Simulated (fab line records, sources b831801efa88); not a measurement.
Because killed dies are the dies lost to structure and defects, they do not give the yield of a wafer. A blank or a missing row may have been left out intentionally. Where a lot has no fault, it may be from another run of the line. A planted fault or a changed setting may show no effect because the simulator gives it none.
Tool commonality check	flow sky130	13 lots, 39 wafers sampled

## REASON FOR OPENING
1 of 13 lots carry a flag on the reading RES_XHIGH_TW at SKY_RES_XHIGH_TW_MEAS_09. No-fault wafers: 1631, standard deviation 11.
Rule: a lot gets a flag if all its wafers with a number sit over 4 standard deviations from that mean, or if no wafer of it has a number. All remaining lots are regarded as sound.

lot	measured	on	RES_XHIGH_TW, wafer by wafer	flag
L371	day 27 00:56	filmMetro-02	1630 1625 1633	
L372	day 27 15:52	filmMetro-02	1609 1628 1621	
L374	day 27 18:13	filmMetro-02	1618 1616 1622	
L375	day 28 06:01	filmMetro-04	1646 1640 1648	
L377	day 29 05:54	filmMetro-03	1646 1644 1639	
L379	day 29 23:26	filmMetro-02	1612 1624 1614	
L382	day 30 16:32	filmMetro-03	1643 1645 1638	
L384	day 31 06:53	filmMetro-04	1626 1638 1628	
L385	day 31 19:29	filmMetro-03	1626 1625 1633	
L387	day 32 04:46	filmMetro-02	30 30 30	FLAGGED
L388	day 32 12:49	filmMetro-03	1644 1646 1654	
L389	day 32 15:38	filmMetro-04	1647 1629 1633	
L394	day 34 09:27	filmMetro-03	1616 1631 1634	
Flagged lots average 30: -1601 relative to the usual, that is -99 or more standard deviations.

## LOT BY LOT: THE TOOL USED
2 process steps preceding the reading are held in the record, out of 708 steps in the route. In each cell: the tool, then ch and the chambers that the sampled wafers went through, then the start.
lot	flag	SKY_SD_P_STRIP_10	SKY_RES_XHIGH_STRIP_08
L371		plasmaAsher-04 ch 0,1, day 25 20:17	plasmaAsher-01 ch 0,1, day 27 00:50
L372		plasmaAsher-02 ch 0,1, day 26 10:14	plasmaAsher-01 ch 0,1, day 27 15:46
L374		plasmaAsher-03 ch 0,1, day 26 13:01	plasmaAsher-03 ch 0,1, day 27 18:07
L375		plasmaAsher-04 ch 0,1, day 27 00:43	plasmaAsher-03 ch 0,1, day 28 05:55
L377		plasmaAsher-03 ch 0,1, day 28 01:49	plasmaAsher-01 ch 0,1, day 29 05:49
L379		plasmaAsher-04 ch 0,1, day 28 18:53	plasmaAsher-04 ch 0,1, day 29 23:20
L382		plasmaAsher-02 ch 1, day 29 12:35	plasmaAsher-03 ch 0,1, day 30 16:26
L384		plasmaAsher-03 ch 0,1, day 30 04:25	plasmaAsher-01 ch 0,1, day 31 06:47
L385		plasmaAsher-02 ch 0,1, day 30 16:53	plasmaAsher-01 ch 0,1, day 31 19:23
L387	FLAGGED	plasmaAsher-03 ch 0,1, day 31 00:49	plasmaAsher-01 ch 0,1, day 32 04:40
L388		plasmaAsher-02 ch 0,1, day 31 08:58	plasmaAsher-01 ch 0,1, day 32 12:43
L389		plasmaAsher-04 ch 0,1, day 31 11:08	plasmaAsher-03 ch 0,1, day 32 15:32
L394		plasmaAsher-04 ch 1, day 33 06:32	plasmaAsher-03 ch 0,1, day 34 09:20
What is done by these steps:
- SKY_SD_P_STRIP_10: strips in O2/N2.
- SKY_RES_XHIGH_STRIP_08: strips in O2/N2.
- SKY_RES_XHIGH_TW_MEAS_09

## FLAGGED OVER TOTAL, TOOL BY TOOL (the gauges that took the reading come last)
step	tool	lots run	flagged	share of the flagged lots	sound lots run after its first flagged lot
SKY_SD_P_STRIP_10	plasmaAsher-02	4	0	none	-
SKY_SD_P_STRIP_10	plasmaAsher-03	4	1	all	0
SKY_SD_P_STRIP_10	plasmaAsher-04	5	0	none	-
SKY_RES_XHIGH_STRIP_08	plasmaAsher-01	7	1	all	1 (L388)
SKY_RES_XHIGH_STRIP_08	plasmaAsher-03	5	0	none	-
SKY_RES_XHIGH_STRIP_08	plasmaAsher-04	1	0	none	-
SKY_RES_XHIGH_TW_MEAS_09	filmMetro-02	5	1	all	0
SKY_RES_XHIGH_TW_MEAS_09	filmMetro-03	5	0	none	-
SKY_RES_XHIGH_TW_MEAS_09	filmMetro-04	3	0	none	-

## WHAT IS ALLOWED BY THE TABLE
Rows of the table that ran every flagged lot, 3 in all: plasmaAsher-03 at SKY_SD_P_STRIP_10, plasmaAsher-01 at SKY_RES_XHIGH_STRIP_08, filmMetro-02 at SKY_RES_XHIGH_TW_MEAS_09.
- plasmaAsher-03 at SKY_SD_P_STRIP_10: 1 of its 4 lots flagged. It ran its last sound lot, L384, at day 30 04:25 and its first flagged lot, L387, at day 31 00:49: a fault with its onset between the two fits. On the flagged lots its readings are blank where sound lots have values: stripTimeToEndpointS.
- plasmaAsher-01 at SKY_RES_XHIGH_STRIP_08: 1 of its 7 lots flagged. Sound lots followed the first flagged one (L388) on it, something a lasting fault affecting the whole tool could not allow. Its own readings lie more than 4 standard deviations out on every wafer of the flagged lots: stripTimeToEndpointS.
- filmMetro-02 at SKY_RES_XHIGH_TW_MEAS_09: 1 of its 5 lots flagged. It ran its last sound lot, L379, at day 29 23:26 and its first flagged lot, L387, at day 32 04:46: a fault with its onset between the two fits.
A lot count leaves these 2 tools indistinguishable: every one of them fits a fault beginning at some hour. More lots, or a look at what each step does to the wafer, might.

## WHAT THE SIMULATOR HAD INSERTED
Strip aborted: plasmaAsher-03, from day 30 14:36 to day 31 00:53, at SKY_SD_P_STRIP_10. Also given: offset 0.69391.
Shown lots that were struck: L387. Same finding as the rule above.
